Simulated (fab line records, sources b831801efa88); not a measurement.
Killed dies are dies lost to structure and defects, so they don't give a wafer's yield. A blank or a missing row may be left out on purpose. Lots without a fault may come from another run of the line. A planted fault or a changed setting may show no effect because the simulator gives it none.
fab line records | flow sky130
record lots=7 wafers=21 last_day=49
route steps=708 shown LDD_HVP@288 LDD_LDN@289 PAD_OPEN@708
lots that met no fault: from a run of the same line without faults
start_h: hours from the record's first day to the start of the lot's first wafer shown | wait_h: hours since the lot's step before | " the same as in the row above | L1.1+2: a row that stands for several wafers | - no value, or no start given | * or withheld: withheld | < > ~ a bound
route shown NAME@n: a module of which the file shows steps, and the number in the route of the first | usual: mean/standard deviation of fault-free wafers | same: alike in all rows | chamber/n: place in a boat | sites: the reading at each site | _std_site: their standard deviation | _edge_site: outer sites' mean less inner sites' | radius_mm: how far each site lies from the wafer's centre | mask NAME#n: copy n | behind: the tool/chamber that last shaped the wafer | hold: why the lot was held/for how many hours/how that ended | device: the transistor (n, p or np) that didn't switch | end of line: the same wafers' tests at the end of the route | a step without rows: its recipe alone | killed: dies lost to structure and defects at the first sort, not the wafer's yield | map: a wafer's dies, x killed, . not, _ none there
set.NAME: the setting as run; set.NAME@STEP: as run at that earlier step | model.NAME: the simulator's own value behind a step, which no gauge read
lots at some steps of the route; a table a step, a row a wafer
services: from which hour (start_h, from the record's first day; less than 0 if before it) a tool's chamber was out of use, for how many hours, and why
## steps
# step SKY_LDD_HVP_TW_MEAS_10
# usual LDD_HVP_TW=455.0/2.4
# columns lot.wafer tool chamber start_h wait_h LDD_HVP_TW
L876.4 film_metro-03 - 505.79 0.1 455.9
L876.5 " - " " 458.8
L876.6 " - " " 455.0
L877.3 film_metro-03 - 514.87 0.1 458.5
L877.5 " - " " 457.7
L877.6 " - " " 456.3
L878.2 film_metro-03 - 544.79 0.1 457.7
L878.3 " - " " 455.0
L878.5 " - " " 456.2
L881.1 film_metro-04 - 559.33 0.1 454.2
L881.3 " - " " 456.1
L881.4 " - " " 452.9
L883.1 film_metro-04 - 578.98 0.1 450.4
L883.4 " - " " 453.5
L883.6 " - " " 454.2
L891.2 film_metro-04 - 638.34 0.1 451.2
L891.4 " - " " 452.0
L891.5 " - " " 453.3
L893.2 film_metro-04 - 666.34 0.1 457.0
L893.3 " - " " 456.7
L893.6 " - " " 458.1
# step SKY_LDD_LDN_DEHYDRATE_00
# recipe temp_c=200 time_s=60
# step SKY_LDD_LDN_HMDS_01
# recipe prime_time_s=60 prime_temp_c=120
# step SKY_LDD_LDN_COAT_02
# recipe resist=NOVOLAK spin_rpm=3000 resist_thk_nm=1140
# step SKY_LDD_LDN_SOFTBAKE_03
# recipe temp_c=90 time_s=60 resist=NOVOLAK
# step SKY_LDD_LDN_EXPOSE_04
# recipe mask_id=LDNTM na=0.6 source_shape=conventional sigma_outer=0.6 polarization=unpolarized target_cd_nm=700 dose_mj=140
# step SKY_LDD_LDN_PEB_05
# recipe temp_c=withheld time_s=* resist=NOVOLAK
# step SKY_LDD_LDN_DEVELOP_06
# recipe resist=NOVOLAK developer=TMAH develop_time_s=60 dev_temp_c=23
# step SKY_LDD_LDN_OVL_MEAS_07
# usual LDD_LDN_OVL=-0.7/1.1
# columns lot.wafer tool chamber start_h wait_h LDD_LDN_OVL[nm]
L876.4 overlay-02 - 535.23 0.1 -0.7
L876.5 " - " " -2.1
L876.6 " - " " -1.6
L877.3 overlay-01 - 544.58 0.1 -0.4
L877.5 " - " " 0.5
L877.6 " - " " -0.1
L878.2 overlay-01 - 574.30 0.1 -0.7
L878.3 " - " " 0.3
L878.5 " - " " 0.7
L881.1 overlay-02 - 588.39 0.1 -1.2
L881.3 " - " " -2.7
L881.4 " - " " -2.3
L883.1 overlay-02 - 607.81 0.1 -2.0
L883.4 " - " " -1.5
L883.6 " - " " -2.5
L891.2 overlay-02 - 666.48 0.1 -0.2
L891.4 " - " " 0.4
L891.5 " - " " -0.5
L893.2 overlay-01 - 694.00 0.1 -0.7
L893.3 " - " " -0.1
L893.6 " - " " 0.5
# step SKY_LDD_LDN_IMPLANT_08
# recipe species=As energy_kev=15 dose_cm2=1.25e+13 tilt_deg=withheld rotation_deg=23
# step SKY_LDD_LDN_IMPLANT_09
# recipe species=As energy_kev=15 dose_cm2=1.25e+13 tilt_deg=withheld rotation_deg=113
# step SKY_LDD_LDN_IMPLANT_10
# recipe species=As energy_kev=15 dose_cm2=1.25e+13 tilt_deg=withheld rotation_deg=203
# step SKY_LDD_LDN_IMPLANT_11
# recipe species=As energy_kev=15 dose_cm2=1.25e+13 tilt_deg=withheld rotation_deg=293
# columns lot.wafer tool chamber start_h wait_h
L876.4+5+6 implanter-01 0 535.77 0.1
L877.3+5+6 implanter-03 0 545.11 0.1
L878.2+3+5 implanter-03 0 574.80 0.1
L881.1+3+4 implanter-03 0 588.88 0.1
L881.1+3+4 implanter-03 0 589.19 0.3
L883.1+4+6 implanter-03 0 608.30 0.1
L883.1+4+6 implanter-03 0 608.62 0.3
L891.2+4+5 implanter-03 0 666.98 0.1
L891.2+4+5 implanter-03 0 667.30 0.3
L893.2+3+6 implanter-01 0 694.50 0.1
# step SKY_LDD_LDN_STRIP_12
# recipe chemistry=O2/N2 power_w=1400 pressure_mtorr=1500 platen_temp_c=withheld o2_flow_sccm=3000 n2_flow_sccm=300 overash_fraction=0.5
# usual drypump_motor_current_A=5.5/0.58 oes_product_au=0.715/0.0046 strip_time_to_endpoint_s=14.18/0.037
# columns lot.wafer tool chamber start_h wait_h drypump_motor_current_A oes_product_au rf_hours_counter_h strip_time_to_endpoint_s
L876.4 plasma_asher-02 0 535.88 0.1 6.4 0.713 - 14.20
L876.5 " 0 " " 6.4 0.717 - 14.25
L876.6 " 1 " " 6.0 0.713 - 14.25
L877.3 plasma_asher-01 1 545.24 0.1 5.0 0.710 - 14.20
L877.5 " 0 " " 5.7 0.714 - 14.24
L877.6 " 1 " " 5.0 0.717 - 14.21
L878.2 plasma_asher-02 0 574.93 0.1 6.5 0.706 40 14.16
L878.3 " 0 " " 6.4 0.712 - 14.15
L878.5 " 1 " " 6.0 0.711 - 14.18
L881.1 plasma_asher-04 1 589.34 0.1 5.8 0.716 16 14.10
L881.3 " 1 " " 5.8 0.716 - 14.07
L881.4 " 0 " " 4.7 0.714 - 14.11
L883.1 plasma_asher-01 0 608.77 0.1 5.7 0.719 84 14.22
L883.4 " 1 " " 5.0 0.711 - 14.19
L883.6 " 1 " " 5.0 0.711 - 14.22
L891.2 plasma_asher-02 0 667.42 0.1 6.3 0.717 49 14.22
L891.4 " 0 " " 6.3 0.714 - 14.20
L891.5 " 1 " " 6.0 0.716 - 14.18
L893.2 plasma_asher-04 1 694.63 0.1 5.8 0.721 26 14.13
L893.3 " 1 " " 5.8 0.709 - 14.11
L893.6 " 0 " " 4.7 0.718 - 14.14
# step SKY_LDD_LDN_TW_MEAS_13
# usual LDD_LDN_TW=1480/14
# columns lot.wafer tool chamber start_h wait_h LDD_LDN_TW
L876.4 film_metro-03 - 535.98 0.1 1485
L876.5 " - " " 1481
L876.6 " - " " 1482
L877.3 film_metro-03 - 545.33 0.1 1475
L877.5 " - " " 1482
L877.6 " - " " 1479
L878.2 film_metro-04 - 575.04 0.1 1466
L878.3 " - " " 1469
L878.5 " - " " 1466
L881.1 film_metro-03 - 589.55 0.2 1587
L881.3 " - " " 1592
L881.4 " - " " 1585
L883.1 film_metro-03 - 608.87 0.1 1568
L883.4 " - " " 1573
L883.6 " - " " 1565
L891.2 film_metro-04 - 667.53 0.1 1590
L891.4 " - " " 1589
L891.5 " - " " 1584
L893.2 film_metro-03 - 694.74 0.1 1475
L893.3 " - " " 1473
L893.6 " - " " 1468
# step SKY_LDD_LDN_CLEAN_14
# recipe chemistry=SC1/SC2 mix=1:4:20 temp_c=70 time_s=150 dry=n2_spin
# step SKY_PAD_OPEN_PROBE_99
# usual killed_at_M0_to_M3=44/6.9 killed_at_M4_up=3.0/1.5 killed_at_contacts=24/5.2 killed_at_front_end=15/4.1 killed_at_other=0.4/0.62 killed_dies=87/9.6 killed_open=47/7 killed_short=40/6.2
# same gross_dies=492 killed_at_back_side=0
# columns lot.wafer tool chamber start_h wait_h killed_at_M0_to_M3 killed_at_M4_up killed_at_contacts killed_at_front_end killed_at_other killed_dies killed_open killed_short model.etest.tip_sonos.rs_ohm_sq
L876.4 prober-01 - 1078.18 0.2 39 4 24 18 0 85 44 41 2601
L876.5 prober-01 - 1078.23 0.2 61 5 20 10 0 96 54 42 2637
L876.6 prober-01 - 1078.28 0.2 49 2 26 22 1 100 61 39 2614
L877.3 prober-02 - 1083.69 0.2 40 4 30 17 0 91 50 40 2686
L877.5 prober-02 - 1083.79 0.2 34 1 28 25 0 88 46 41 2616
L877.6 prober-02 - 1083.84 0.2 48 1 24 13 0 86 40 46 2680
L878.2 prober-01 - 1103.62 0.1 45 4 24 11 1 85 36 49 2667
L878.3 prober-01 - 1103.67 0.2 40 4 17 10 0 71 37 33 2725
L878.5 prober-01 - 1103.77 0.2 39 2 19 14 1 75 46 27 2686
L881.1 prober-02 - 1115.96 0.1 39 3 21 13 0 76 35 41 2400
L881.3 prober-02 - 1116.06 0.2 53 2 19 11 0 85 51 34 2328
L881.4 prober-02 - 1116.11 0.2 36 1 24 11 0 72 29 43 2438
L883.1 prober-02 - 1125.86 0.1 44 3 31 13 0 91 48 43 2324
L883.4 prober-02 - 1126.01 0.2 36 4 39 14 1 94 56 38 2346
L883.6 prober-02 - 1126.11 0.2 41 3 32 16 0 92 64 28 2347
L891.2 prober-01 - 1166.96 0.1 37 4 34 25 0 100 58 42 2380
L891.4 prober-01 - 1167.06 0.2 50 5 30 25 0 110 57 53 2325
L891.5 prober-01 - 1167.11 0.2 38 4 21 15 0 78 48 30 2321
L893.2 prober-01 - 1182.50 0.1 35 1 19 15 0 70 37 33 2820
L893.3 prober-01 - 1182.55 0.2 49 2 27 14 0 92 44 48 2778
L893.6 prober-01 - 1182.70 0.2 53 2 26 17 0 98 55 42 2792
# killed by level:class
L876.4 VIA3:geometric_particle:open=9 CONTACT:geometric_particle:open=8 FIELD_ISO:geometric_particle:short=7 FIELD_ISO:geometric_particle:open=7 LI_CONTACT:geometric_particle:open=5 CONTACT:geometric_particle:short=5 VIA1:geometric_particle:open=5 METAL2:geometric_particle:short=5
L876.5 VIA2:geometric_particle:open=12 VIA1:geometric_particle:open=11 METAL2:geometric_particle:short=8 METAL1:geometric_particle:short=8 CONTACT:geometric_particle:open=8 LI_CONTACT:geometric_particle:open=5 VIA3:geometric_particle:open=5 LI_CONTACT:geometric_particle:short=4
L876.6 VIA1:geometric_particle:open=18 VIA3:geometric_particle:open=10 FIELD_ISO:geometric_particle:short=9 CONTACT:geometric_particle:open=9 LI_CONTACT:geometric_particle:short=6 LI_CONTACT:geometric_particle:open=6 VIA2:geometric_particle:open=6 FIELD_ISO:geometric_particle:open=5
L877.3 CONTACT:geometric_particle:open=10 LI_CONTACT:geometric_particle:open=9 VIA1:geometric_particle:open=9 FIELD_ISO:geometric_particle:open=6 METAL1:geometric_particle:short=6 VIA2:geometric_particle:open=6 VIA3:geometric_particle:open=5 VIA1:geometric_particle:short=5
L877.5 LI_CONTACT:geometric_particle:open=8 FIELD_ISO:geometric_particle:short=8 CONTACT:geometric_particle:open=8 VIA1:geometric_particle:open=8 FIELD_ISO:geometric_particle:open=7 VIA3:geometric_particle:open=7 LOCAL_INTERCONNECT:geometric_particle:short=6 METAL1:geometric_particle:short=4
L877.6 VIA1:geometric_particle:open=16 CONTACT:geometric_particle:open=8 METAL1:geometric_particle:short=7 LOCAL_INTERCONNECT:geometric_particle:short=7 FIELD_ISO:geometric_particle:short=5 CONTACT:geometric_particle:short=5 VIA2:geometric_particle:short=4 VIA3:geometric_particle:short=4
L878.2 VIA1:geometric_particle:open=9 CONTACT:geometric_particle:open=8 METAL1:geometric_particle:short=8 CONTACT:geometric_particle:short=7 VIA1:geometric_particle:short=7 VIA2:geometric_particle:open=5 METAL2:geometric_particle:short=4 LOCAL_INTERCONNECT:geometric_particle:short=4
L878.3 VIA1:geometric_particle:open=13 LI_CONTACT:geometric_particle:open=6 CONTACT:geometric_particle:open=6 VIA1:geometric_particle:short=6 METAL2:geometric_particle:short=6 METAL1:geometric_particle:short=5 VIA3:geometric_particle:open=5 FIELD_ISO:geometric_particle:open=3
L878.5 VIA1:geometric_particle:open=10 LI_CONTACT:geometric_particle:open=8 VIA2:geometric_particle:open=5 VIA3:geometric_particle:open=5 VIA1:geometric_particle:short=4 CONTACT:geometric_particle:short=4 CONTACT:geometric_particle:open=4 VIA2:geometric_particle:short=4
L881.1 METAL1:geometric_particle:short=7 METAL2:geometric_particle:short=6 CONTACT:geometric_particle:open=5 CONTACT:geometric_particle:short=5 VIA3:geometric_particle:open=5 LI_CONTACT:geometric_particle:short=4 VIA2:geometric_particle:short=4 VIA1:geometric_particle:open=4
L881.3 VIA1:geometric_particle:open=10 CONTACT:geometric_particle:open=8 VIA3:geometric_particle:open=8 VIA2:geometric_particle:open=7 POLY_GATE:geometric_particle:open=5 METAL1:geometric_particle:short=5 VIA1:geometric_particle:short=5 METAL3:geometric_particle:short=4
L881.4 METAL1:geometric_particle:short=7 VIA1:geometric_particle:open=7 LI_CONTACT:geometric_particle:open=6 LI_CONTACT:geometric_particle:short=6 VIA2:geometric_particle:short=6 VIA1:geometric_particle:short=5 CONTACT:geometric_particle:open=5 CONTACT:geometric_particle:short=4
L883.1 CONTACT:geometric_particle:open=9 CONTACT:geometric_particle:short=8 VIA1:geometric_particle:open=8 METAL1:geometric_particle:short=7 VIA2:geometric_particle:short=6 VIA3:geometric_particle:open=6 FIELD_ISO:geometric_particle:open=5 LI_CONTACT:geometric_particle:open=5
L883.4 CONTACT:geometric_particle:open=17 LI_CONTACT:geometric_particle:open=9 VIA3:geometric_particle:open=7 VIA1:geometric_particle:open=7 CONTACT:geometric_particle:short=5 VIA2:geometric_particle:short=5 VIA1:geometric_particle:short=4 FIELD_ISO:geometric_particle:open=4
L883.6 LI_CONTACT:geometric_particle:open=13 CONTACT:geometric_particle:open=11 VIA1:geometric_particle:open=11 VIA2:geometric_particle:open=10 VIA3:geometric_particle:open=6 METAL2:geometric_particle:short=5 FIELD_ISO:geometric_particle:short=4 FIELD_ISO:geometric_particle:open=3
L891.2 CONTACT:geometric_particle:open=15 POLY_GATE:geometric_particle:open=9 LI_CONTACT:geometric_particle:open=7 FIELD_ISO:geometric_particle:open=6 CONTACT:geometric_particle:short=6 VIA1:geometric_particle:open=6 LOCAL_INTERCONNECT:geometric_particle:short=5 VIA2:geometric_particle:open=5
L891.4 VIA2:geometric_particle:open=10 CONTACT:geometric_particle:open=10 LOCAL_INTERCONNECT:geometric_particle:short=9 VIA1:geometric_particle:open=9 VIA3:geometric_particle:open=8 CONTACT:geometric_particle:short=7 FIELD_ISO:geometric_particle:open=6 POLY_GATE:geometric_particle:open=6
L891.5 CONTACT:geometric_particle:open=10 VIA3:geometric_particle:open=7 LI_CONTACT:geometric_particle:open=6 VIA2:geometric_particle:open=6 VIA1:geometric_particle:open=6 FIELD_ISO:geometric_particle:open=4 POLY_GATE:geometric_particle:short=4 FIELD_ISO:geometric_particle:short=3
L893.2 LI_CONTACT:geometric_particle:open=7 CONTACT:geometric_particle:open=6 VIA1:geometric_particle:open=6 VIA2:geometric_particle:open=6 FIELD_ISO:geometric_particle:short=4 VIA3:geometric_particle:short=3 POLY_GATE:geometric_particle:short=3 SPACER:geometric_particle:open=3
L893.3 LI_CONTACT:geometric_particle:open=9 METAL2:geometric_particle:short=8 METAL1:geometric_particle:short=7 CONTACT:geometric_particle:open=6 VIA1:geometric_particle:open=6 VIA3:geometric_particle:open=6 POLY_GATE:geometric_particle:open=5 VIA2:geometric_particle:short=5
L893.6 VIA1:geometric_particle:open=10 LI_CONTACT:geometric_particle:open=10 VIA2:geometric_particle:open=9 FIELD_ISO:geometric_particle:short=8 CONTACT:geometric_particle:open=6 VIA1:geometric_particle:short=6 VIA3:geometric_particle:open=6 METAL1:geometric_particle:short=5
## services
# columns tool chamber start_h hours kind
plasma_asher-02 - 531.96 2.9 repair
plasma_asher-02 - 559.04 0.4 repair
implanter-01 - 587.05 3.8 repair
plasma_asher-01 - 591.89 2.8 pm
implanter-03 - 645.41 5.5 repair
implanter-01 - 671.43 2.2 repair
plasma_asher-02 - 673.16 2.3 repair
implanter-01 - 673.92 6.9 repair
implanter-03 - 678.60 6.2 repair
plasma_asher-02 - 687.32 2.1 repair
## key
first_sign step=SKY_LDD_LDN_IMPLANT_11 reading=visit direction=added
effect step=SKY_LDD_LDN_TW_MEAS_13 reading=LDD_LDN_TW direction=up sigmas=7.1 usual=1480 struck=1581
model_effect step=SKY_PAD_OPEN_PROBE_99 value=etest.tip_sonos.rs_ohm_sq without=2678 struck=2357
met_at SKY_LDD_LDN_IMPLANT_11
struck_wafers L881.1,L881.3,L881.4,L883.1,L883.4,L883.6,L891.2,L891.4,L891.5
tester_left_out L881,L883,L891
fault kind=repeated_step_whole tool=implanter-01,implanter-02,implanter-03 chamber=- onset_h=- steps=SKY_LDD_LDN_IMPLANT_11 times=1 scope=struck_lots_only
# tester_left_out: of these lots the tester's yield and bins aren't shown, on N5 and GAA mostly nor the transistor test; their killed dies are dies lost to structure and defects alone, not to doping, threshold or leakage, so they don't give the yield
